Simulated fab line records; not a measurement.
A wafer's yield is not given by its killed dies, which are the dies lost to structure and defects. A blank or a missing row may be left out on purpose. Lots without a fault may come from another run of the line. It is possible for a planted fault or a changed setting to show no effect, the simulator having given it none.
Split-lot study	flow gf180mcu	on a route of 602 steps: 5 lots, 23 wafers read

== THE SPLIT ==
At GF_NSD_IMPLANT_09, the setting energy_kev was moved away from the recipe's 60 on 10 of the 23 wafers read, by -8.6% to +7.7%. For the rest of the wafers, this setting stayed at what the recipe calls for.

== FROM THE SPLIT TO THE READING: what the file shows between them, 8 steps ==
- GF_NSD_IMPLANT_10
- GF_NSD_STRIP_11: strips in O2/N2
- GF_NSD_TW_MEAS_12
- GF_PSD_DEVELOP_06: develop time 60 s (also split here: develop_time_s)
- GF_PSD_CD_MEAS_07: target cd 400 nm
- GF_PSD_IMPLANT_09
- GF_PSD_CLEAN_12: cleans in SC1/SC2, time 150 s
- GF_PSD_RTA_13: time 20 s

== THE READING ==
Measured at GF_PSD_RS_MEAS_14 by four-point probe: NSD_RS, in ohm/sq. A value of 46.15 ohm/sq with a standard deviation of 0.075 ohm/sq is what fault-free wafers of this fab line usually give.

wafer	tool, chamber at the split	energy_kev as run	against the recipe	NSD_RS, ohm/sq	against lot-mates on the recipe
L074.1	implanter-04, 0	60	recipe	46.28	-
L074.3	implanter-04, 0	60	recipe	46.13	-
L074.4	implanter-04, 0	64.64	+7.7%	44.81	-1.39
L074.5	implanter-04, 0	64.64	+7.7%	44.83	-1.38
L074.6	implanter-04, 0	64.64	+7.7%	44.83	-1.38
L076.1	implanter-04, 0	58.21	-3.0%	46.82	+0.68
L076.2	implanter-04, 0	60	recipe	46.17	-
L076.4	implanter-04, 0	58.21	-3.0%	46.75	+0.61
L076.5	implanter-04, 0	60	recipe	46.11	-
L076.6	implanter-04, 0	58.21	-3.0%	46.63	+0.49
L077.1	implanter-01, 0	60	recipe	46.14	-
L077.2	implanter-01, 0	56.36	-6.1%	47.25	+1.13
L077.3	implanter-01, 0	56.36	-6.1%	47.34	+1.22
L077.4	implanter-01, 0	60	recipe	46.10	-
L077.5	implanter-01, 0	60	recipe	46.12	-
L079.1	implanter-02, 0	60	recipe	45.99	-
L079.2	implanter-02, 0	60	recipe	46.00	-
L079.5	implanter-02, 0	60	recipe	46.03	-
L082.1	implanter-04, 0	60	recipe	46.11	-
L082.2	implanter-04, 0	60	recipe	45.99	-
L082.4	implanter-04, 0	54.82	-8.6%	47.61	+1.57
L082.5	implanter-04, 0	60	recipe	46.03	-
L082.6	implanter-04, 0	54.82	-8.6%	47.44	+1.40

FIT RESULTS
A straight line over all 23 wafers: NSD_RS changes by -0.173 ohm/sq for each +1% of energy_kev; r = -0.99; the points scatter about the line by 0.1 ohm/sq.
The same after taking each lot's own level away (the mean of its wafers on the recipe; 23 wafers): -0.18 ohm/sq for each +1%; r = -1.00; scatter 0.066 ohm/sq.
According to that fit, moving energy_kev by its largest amount changes the reading by 1.6 ohm/sq.
The span of the lots' own levels, 46.007 to 46.205 ohm/sq, comes to 2.6 times the standard deviation stated above.
So the lot-to-lot level changes the slope little: the two slopes agree.
Check: with one of the wafers moved furthest among these (-8.6%) left out of the fit, the line predicts +1.56 ohm/sq for it against its lot-mates. Against them it came out at +1.57 ohm/sq.

== FURTHER SPLITS ON THESE WAFERS ==
These wafers also went through other splits before the reading. Each is held against what the fit with the lots' levels taken away leaves over:
other split on the same wafers	wafers away from the commonest value	r with NSD_RS (lot level and that fit taken away)
GF_POLY_GATE_ETCH_12 source_w	5	-0.04
GF_HV_LDD_IMPLANT_09 energy_kev	5	+0.08
GF_HV_LDD_DEVELOP_18 develop_time_s	7	-0.02
GF_HV_LDD_DEVELOP_30 develop_time_s	11	-0.05
GF_HV_LDD_COAT_41 resist_thk_nm	4	-0.25
GF_HV_LDD_CVD_56 time_s	15	-0.01
GF_NSD_COAT_02 spin_rpm	6	+0.05
GF_PSD_DEVELOP_06 develop_time_s	10	+0.03

== THE WHOLE CHAIN: every reading that the file lists as answering this split, in the file's order ==
step	what it does	reading	change (the file's fit)	r (the file's)
GF_NSD_IMPLANT_09		implant.rp_nm (the simulator's own value, which no gauge read)	+0.313 nm for each +1% of the setting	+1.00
GF_NSD_IMPLANT_09		implant.drp_nm (the simulator's own value, which no gauge read)	+0.124 nm for each +1% of the setting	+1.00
GF_NSD_STRIP_11	strips in O2/N2	strip_time_to_endpoint_s	withheld for each +1% of the setting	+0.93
GF_NSD_TW_MEAS_12		NSD_TW	+10.2 for each +1% of the setting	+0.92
GF_PSD_RS_MEAS_14	measures by four-point-probe	NSD_RS	-0.18 for each +1% of the setting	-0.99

== FILE'S OWN FIT ==
NSD_RS changes by -0.18 ohm/sq for each +1% of energy_kev, r = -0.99.
